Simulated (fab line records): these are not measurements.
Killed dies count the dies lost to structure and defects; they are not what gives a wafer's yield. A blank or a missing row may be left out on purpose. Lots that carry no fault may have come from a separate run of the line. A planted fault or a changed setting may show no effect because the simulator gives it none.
Comparing a struck lot with a sound one | flow sky130 | 15 out of 708 route steps
Sound: these wafers, L399.1, L399.2, L399.5. The struck wafers were L407.2, L407.3, L407.4. Last of all comes the cause.
At each step with rows: each side's tool, then ch and its chambers, then its first start. Under that, the readings that differ: sound wafers | struck wafers | difference of the means | sigmas: that difference in standard deviations of wafers without a fault.
alike: words and numbers the same on both sides, and readings whose means are apart by under 2 such deviations; not compared: readings that were withheld, readings missing a value for some wafer, numbers with overlapping values and no deviation given by the record, and bounds like >300 which may hide the same value.
The two part at a step that has a row with sigmas, a row that says differs or no value, or rows on one side only. Non-overlapping numbers with no deviation appear without sigmas and do not part them. A reading that every wafer of one side lacks parts them only if that side has two wafers or more.

first, 6 steps without rows for these wafers: SKY_DNWELL_COAT_02 (resist thk 3000 nm); SKY_DNWELL_SOFTBAKE_03; SKY_DNWELL_EXPOSE_04 (exposes mask DNM, target cd 3000 nm); SKY_DNWELL_PEB_05; SKY_DNWELL_DEVELOP_06 (develop time 60 s); SKY_DNWELL_IMPLANT_07.
SKY_DNWELL_STRIP_08: strips in O2/N2.
  sound on plasma asher-03 ch 0,1, day 4 22:05; struck on plasma asher-02 ch 0,1, day 6 16:20
  alike: drypump motor current A, oes product au, strip time to endpoint s
  not compared: rf hours counter h
SKY_DNWELL_TW_MEAS_09:
  struck on film metro-04, day 6 16:27; sound on film metro-04, day 4 22:11
  alike: DNWELL_TW
then, 4 steps without rows for these wafers: SKY_PWDE_DEHYDRATE_00 (time 60 s); SKY_PWDE_HMDS_01 (prime time 60 s); SKY_PWDE_COAT_02 (resist thk 3000 nm); SKY_PWDE_SOFTBAKE_03.
SKY_PWDE_EXPOSE_04: exposes mask PWDEM, target cd 840 nm.
  sound on iline stepper-02 ch 0, day 5 07:49; struck on iline stepper-01 ch 0, day 7 02:10
  reading | sound                   | struck                           | difference | sigmas
  mask    | PWDEM#0 PWDEM#0 PWDEM#0 | PWDEM_R1#0 PWDEM_R1#0 PWDEM_R1#0 | differs    |
then, 1 step without rows for these wafers: SKY_PWDE_PEB_05.
SKY_PAD_OPEN_PROBE_99:
  the record has rows for the sound wafers here (prober-02, day 47 23:04) and none for the struck ones

WHERE THEY PART
At SKY_PWDE_EXPOSE_04 first; at SKY_PAD_OPEN_PROBE_99 last (within this record only).

WHY: what had been put in by the simulator
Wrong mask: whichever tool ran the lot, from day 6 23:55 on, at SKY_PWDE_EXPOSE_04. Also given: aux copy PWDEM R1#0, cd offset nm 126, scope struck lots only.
